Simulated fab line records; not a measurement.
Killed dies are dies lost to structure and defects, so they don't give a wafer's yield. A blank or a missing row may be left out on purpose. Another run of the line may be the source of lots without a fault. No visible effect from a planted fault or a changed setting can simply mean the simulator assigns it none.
Which tool is to blame? || flow sky130 || 6 lots, 18 wafers sampled, at 3 steps of a route of 708

## WHAT THE GAUGES SHOWED, per wafer
SKY_LDD_HVN_TW_MEAS_10.
{"lot": "L989", "measured": "day 21 07:12", "on": "film_metro-02", "LDD_HVN_TW": "1421 1418 1426"}
{"lot": "L992", "measured": "day 22 12:20", "on": "film_metro-02", "LDD_HVN_TW": "1423 1416 1419"}
{"lot": "L999", "measured": "day 24 18:05", "on": "film_metro-02", "LDD_HVN_TW": "30 30 29"}
{"lot": "L105", "measured": "day 26 23:59", "on": "film_metro-01", "LDD_HVN_TW": "1453 1444 1450"}
{"lot": "L107", "measured": "day 27 08:36", "on": "film_metro-04", "LDD_HVN_TW": "1461 1465 1465"}
{"lot": "L109", "measured": "day 28 00:27", "on": "film_metro-01", "LDD_HVN_TW": "1440 1443 1440"}

## TOOL THAT RAN EACH LOT (tool first, then ch and the chambers of the sampled wafers, then the start)
{"lot": "L989", "SKY_LDD_P_STRIP_10": "plasma_asher-01 ch 0,1, day 19 23:56", "SKY_LDD_HVN_STRIP_09": "plasma_asher-03 ch 0,1, day 21 07:06"}
{"lot": "L992", "SKY_LDD_P_STRIP_10": "plasma_asher-02 ch 0,1, day 21 05:40", "SKY_LDD_HVN_STRIP_09": "plasma_asher-04 ch 0,1, day 22 12:14"}
{"lot": "L999", "SKY_LDD_P_STRIP_10": "plasma_asher-01 ch 0,1, day 23 12:09", "SKY_LDD_HVN_STRIP_09": "plasma_asher-03 ch 0,1, day 24 17:59"}
{"lot": "L105", "SKY_LDD_P_STRIP_10": "plasma_asher-01 ch 1, day 25 18:38", "SKY_LDD_HVN_STRIP_09": "plasma_asher-01 ch 0,1, day 26 23:53"}
{"lot": "L107", "SKY_LDD_P_STRIP_10": "plasma_asher-02 ch 0,1, day 26 02:52", "SKY_LDD_HVN_STRIP_09": "plasma_asher-04 ch 0,1, day 27 08:31"}
{"lot": "L109", "SKY_LDD_P_STRIP_10": "plasma_asher-02 ch 1, day 26 19:16", "SKY_LDD_HVN_STRIP_09": "plasma_asher-01 ch 0,1, day 28 00:21"}
- SKY_LDD_P_STRIP_10: strips in O2/N2.
- SKY_LDD_HVN_STRIP_09: strips in O2/N2.

## THE ANSWER, worked out from the rows above alone
Rule: the lots themselves supply what counts as usual. Put in order of their means at a reading, lots are off if they are a third of the lots or fewer, leave a main group of 4 or more, and stand apart from it by a gap of 3 or more times the standard deviation of the main group's means; of several such gaps the widest counts. A main group whose means are all the same, to the digits that the tables above print for the reading, isn't used. Also off: a lot with no number at a reading for which 4 or more lots have one. All remaining lots with rows at the step are treated as sound.
Off: L999, seen at SKY_LDD_HVN_TW_MEAS_10 (LDD_HVN_TW). The main group has a mean of 1439 with a standard deviation of 17.
A tool fits if, at a process step before that reading, it ran every lot that is off, and no sound lot after the first of them. Those tools and the gauges at SKY_LDD_HVN_TW_MEAS_10 are tried in the same way. 2 tools fit, plasma_asher-03 at SKY_LDD_HVN_STRIP_09 and film_metro-02 at SKY_LDD_HVN_TW_MEAS_10, so this cannot tell which one it is.

## WHAT THE SIMULATOR HAD PUT IN
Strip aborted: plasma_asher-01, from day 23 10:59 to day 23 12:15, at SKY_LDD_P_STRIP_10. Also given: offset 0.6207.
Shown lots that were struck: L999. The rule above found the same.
